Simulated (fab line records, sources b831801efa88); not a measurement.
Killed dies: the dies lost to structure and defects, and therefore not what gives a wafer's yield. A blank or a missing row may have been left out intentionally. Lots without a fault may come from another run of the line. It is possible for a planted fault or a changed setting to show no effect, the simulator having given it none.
Which tool did it? ; flow sky130 ; 6 lots, 18 wafers sampled, at 3 steps of a route of 708

== WHAT EACH GAUGE READ, for each wafer ==
SKY_LDD_HVP_TW_MEAS_10.
lot;measured;on;LDD_HVP_TW
L126;day 22 15:14;film-metro-04;458 458 459
L130;day 24 07:12;film-metro-01;434 435 437
L137;day 26 12:31;film-metro-01;460 459 457
L140;day 27 10:05;film-metro-01;463 464 464
L142;day 27 21:53;film-metro-01;463 463 462
L147;day 29 16:01;film-metro-04;454 455 455

== TOOL THAT RAN EACH LOT (tool first, then ch and the chambers of the sampled wafers, then the start) ==
lot;SKY_POLY_GATE_ETCH_17;SKY_LDD_HVP_IMPLANT_08
L126;rie-si-02 ch 0,1,3, day 17 08:49;implanter-03 ch 0, day 22 15:01
L130;rie-si-02 ch 1,2,3, day 19 01:43;implanter-03 ch 0, day 24 06:59
L137;rie-si-02 ch 0,2,3, day 21 10:10;implanter-01 ch 0, day 26 12:16
L140;rie-si-01 ch 0,3, day 22 08:13;implanter-03 ch 0, day 27 09:52
L142;rie-si-01 ch 2,3, day 22 19:37;implanter-03 ch 0, day 27 21:38
L147;rie-si-02 ch 1,2,3, day 24 18:01;implanter-04 ch 0, day 29 15:47
- SKY_POLY_GATE_ETCH_17: etches poly-Si in HBr/Cl2, stops on SiO2, target depth 180 nm, time 70.5 s.
- SKY_LDD_HVP_IMPLANT_08

== THE ANSWER, worked out from the rows above alone ==
Rule: what is usual is taken from the lots themselves. Put in order of their means at a reading, lots are off if they are a third of the lots or fewer, leave a main group of 4 or more, and stand apart from it by a gap of 3 or more times the standard deviation of the main group's means; of several such gaps the widest counts. If all means in a main group match to the digits the tables above print for the reading, that group is not used. A lot without any number at a reading at which 4 lots or more have one is off too. Any other lot the step has rows for is counted as sound.
Off: at SKY_LDD_HVP_TW_MEAS_10 (LDD_HVP_TW), L130. The main group: mean 460, standard deviation 3.2.
A tool fits if, at a process step before that reading, it ran every lot that is off, and no sound lot after the first of them. The gauges at SKY_LDD_HVP_TW_MEAS_10 are tried like those tools. Not one of the candidates tried fits.

== WHAT THE SIMULATOR PUT IN ==
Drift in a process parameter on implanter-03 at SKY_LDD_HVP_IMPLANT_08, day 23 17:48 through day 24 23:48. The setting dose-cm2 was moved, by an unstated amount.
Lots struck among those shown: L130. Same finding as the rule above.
